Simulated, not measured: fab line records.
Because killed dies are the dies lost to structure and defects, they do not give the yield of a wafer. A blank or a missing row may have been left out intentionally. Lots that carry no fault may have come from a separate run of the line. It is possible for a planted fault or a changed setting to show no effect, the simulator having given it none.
Chamber matching | flow sky130 | SKY_POLY_GATE_ETCH_17 on rie si-01 has 4 sister chambers
The step etches poly-Si in HBr/Cl2, stops on SiO2, target depth 180 nm, time 70.5 s. 4 wafers are shown with their chamber, then 12 later ones without.

## WAFERS, EACH WITH ITS CHAMBER
wafer  | chamber | drypump motor current A (A)
L085.1 | 1       | 5.7
L087.2 | 0       | 5.1
L089.4 | 2       | 5.4
L089.5 | 3       | 6.0

## WAFERS MISSING THEIR CHAMBER
wafer  | drypump motor current A (A)
L091.2 | 5.4
L091.3 | 6.0
L091.5 | 5.7
L093.2 | 5.7
L093.5 | 6.0
L093.6 | 5.7
L095.2 | 5.1
L095.3 | 5.7
L095.4 | 5.9
L096.2 | 5.3
L096.4 | 6.0
L096.6 | 5.1

## WHICH CHAMBER EACH ONE RAN IN
wafer  | from the rows above | in truth
L091.2 | 2                   | 2
L091.3 | 3                   | 3
L091.5 | 1                   | 1
L093.2 | 1                   | 1
L093.5 | 3                   | 3
L093.6 | 1                   | 1
L095.2 | 0                   | 0
L095.3 | 1                   | 1
L095.4 | 3                   | 3
L096.2 | 2                   | 2
L096.4 | 3                   | 3
L096.6 | 0                   | 0
12 of 12 placed correctly. Left unplaced by these rows: 0. Number placed wrongly: 0.
How it was worked out, from the rows above alone: a wafer's distance from a chamber is the root of the sum, over the readings, of the square of ((its reading less the chamber's mean) divided by the reading's scatter). If the next closest chamber is less than 2 further off than the closest, the wafer can't be placed; otherwise it belongs to the closest. For every chamber, the mean is computed from those of its wafers that are shown. The scatter: with one shown wafer a chamber, the root of the mean of the squares of how far each hidden wafer lies from its nearest shown one.
